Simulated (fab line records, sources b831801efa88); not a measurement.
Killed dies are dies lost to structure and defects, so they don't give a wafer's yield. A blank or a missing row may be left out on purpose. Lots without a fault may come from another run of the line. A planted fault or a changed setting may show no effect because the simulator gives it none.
Problem report in the 8D (eight disciplines) form, filled by code | flow gf180mcu | the parts of the form that need people (team, actions taken, sign-off) are left out

1. THE PROBLEM
beam_energy_keV at GF_NWELL_IMPLANT_08 reads a mean of 460.52 on 6 wafers of 2 lots; wafers without a fault read 449.99 with a standard deviation of 0.15. That is +70 standard deviations from the usual mean.
First seen on wafer L609.1, day 5 19:25, on implanter-01. The record holds 18 wafers of 6 lots with a number at this step. Rule for "out", or "out of limits": more than 4 standard deviations from the usual mean. The other wafers with a number count as sound.

2. WHAT IT IS AND WHAT IT IS NOT
question                    | is                     | is not
which readings at this step | beam_energy_keV        | -
which lots                  | L609, L611             | L605, L608, L615, L619
which wafers of those lots  | all that have a number | -
read on which tools         | implanter-01           | implanter-02
when                        | from day 5 19:25       | up to then (6 sound wafers); but 6 sound wafers of L615, L619 came after

3. SUSPECTS, AND WHAT RULES EACH OUT
Counting: a tool at a process step up to the reading stays a suspect if it ran every lot that is out and no sound lot after the first of them.
- plasma_asher-01 at GF_DNWELL_STRIP_08 (strips in O2/N2): ruled out as a lasting fault. Sound lots L619 ran on it after its first lot that is out, L609 (day 5 05:35).
- implanter-01 at GF_NWELL_IMPLANT_08: kept. It ran every lot that is out, first L609 (day 5 19:25), and no sound lot after that; its last sound lot up to then is L608 (day 5 14:19). Its own readings are out on those wafers: beam_energy_keV.
Left after counting: implanter-01 at GF_NWELL_IMPLANT_08.

4. THE CAUSE (what the simulator had put in)
Process parameter drift: implanter-01, from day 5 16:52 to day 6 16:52, at GF_NWELL_IMPLANT_08. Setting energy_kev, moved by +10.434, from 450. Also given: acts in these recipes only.
Counting left only this tool.

5. THE CHAIN OF EFFECTS, in route order
Each row: a reading whose mean over the struck wafers that have a number lies more than 3 standard deviations from the usual. Only readings for which the record gives a usual standard deviation are gone through. hours: the time from each lot's start at the first step in this table that gives one to its start at this step, as a median over the lots. sigmas: the change in usual standard deviations.
hours | step                | reading         | usual  | on struck wafers | change | sigmas
0     | GF_NWELL_IMPLANT_08 | beam_energy_keV | 449.99 | 460.52           | +10.53 | +70
The process steps in it:
- GF_NWELL_IMPLANT_08

6. WHAT WOULD HAVE CAUGHT IT SOONER
In this record the first reading out of limits was taken at day 5 19:25, 3 hours after the fault began at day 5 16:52.
